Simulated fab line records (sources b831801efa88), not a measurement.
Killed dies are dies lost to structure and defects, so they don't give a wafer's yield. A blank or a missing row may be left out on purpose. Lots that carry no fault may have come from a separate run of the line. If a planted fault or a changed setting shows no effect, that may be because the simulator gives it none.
Matching of chambers ; flow gf180mcu ; rieDiel-03 running GF_V3_ETCH_16: 4 sister chambers
The step etches BARC in N2/H2. 14 wafers are shown with their chamber, then 7 later ones without.

WAFERS, EACH WITH ITS CHAMBER
wafer;chamber;drypumpMotorCurrentA (A);throttleValvePct (%);oesProductAu (a.u.)
L477.3;1;5.0;13.227;0.854
L477.5;0;5.6;13.217;0.852
L477.6;3;5.0;13.226;0.852
L480.1;2;5.0;13.219;0.846
L480.4;3;5.1;13.219;0.856
L480.6;3;5.0;13.228;0.850
L482.1;2;5.0;13.233;0.852
L482.2;1;5.0;13.223;0.855
L482.4;3;5.0;13.239;0.855
L484.1;3;5.0;13.223;0.855
L484.2;1;5.0;13.229;0.845
L484.6;1;5.0;13.234;0.857
L488.1;2;5.0;13.236;0.859
L488.3;3;5.1;13.207;0.858

SIGNATURES (means of the wafers above)
reading;chamber 0;chamber 1;chamber 2;chamber 3;scatter within a chamber
drypumpMotorCurrentA;5.600;5.000;5.000;5.033;0.0365
throttleValvePct;13.21700;13.22825;13.22933;13.22367;0.00887
oesProductAu;0.85200;0.85275;0.85233;0.85433;0.00459
Rule: a wafer's distance from a chamber is the root of the sum, over the readings, of the square of ((its reading less the chamber's mean) divided by the reading's scatter). If the next closest chamber is less than 2 further off than the closest, the wafer can't be placed; otherwise it belongs to the closest. The scatter is the square root of a quotient: the sum, over the shown wafers, of each reading's squared deviation from its chamber's mean, divided by wafers minus chambers.

WAFERS WITH NO CHAMBER GIVEN
wafer;drypumpMotorCurrentA (A);throttleValvePct (%);oesProductAu (a.u.)
L488.4;5.0;13.214;0.858
L490.2;5.0;13.208;0.861
L490.3;5.0;13.213;0.852
L490.4;5.0;13.242;0.850
L500.1;5.6;13.226;0.859
L500.2;5.0;13.219;0.867
L500.6;5.0;13.231;0.858

THE CHAMBER EACH PASSED THROUGH
wafer;from the rows above;in truth
L488.4;can't be placed: 3 or 1 or 2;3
L490.2;can't be placed: 3 or 1 or 2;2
L490.3;can't be placed: 3 or 1 or 2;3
L490.4;can't be placed: 2 or 1 or 3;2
L500.1;0;0
L500.2;can't be placed: 3 or 1 or 2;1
L500.6;can't be placed: 1 or 2 or 3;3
1 of 7 placed correctly. From these rows, 6 cannot be placed; in 6 the true chamber is one of the candidates. 0 placed wrongly.
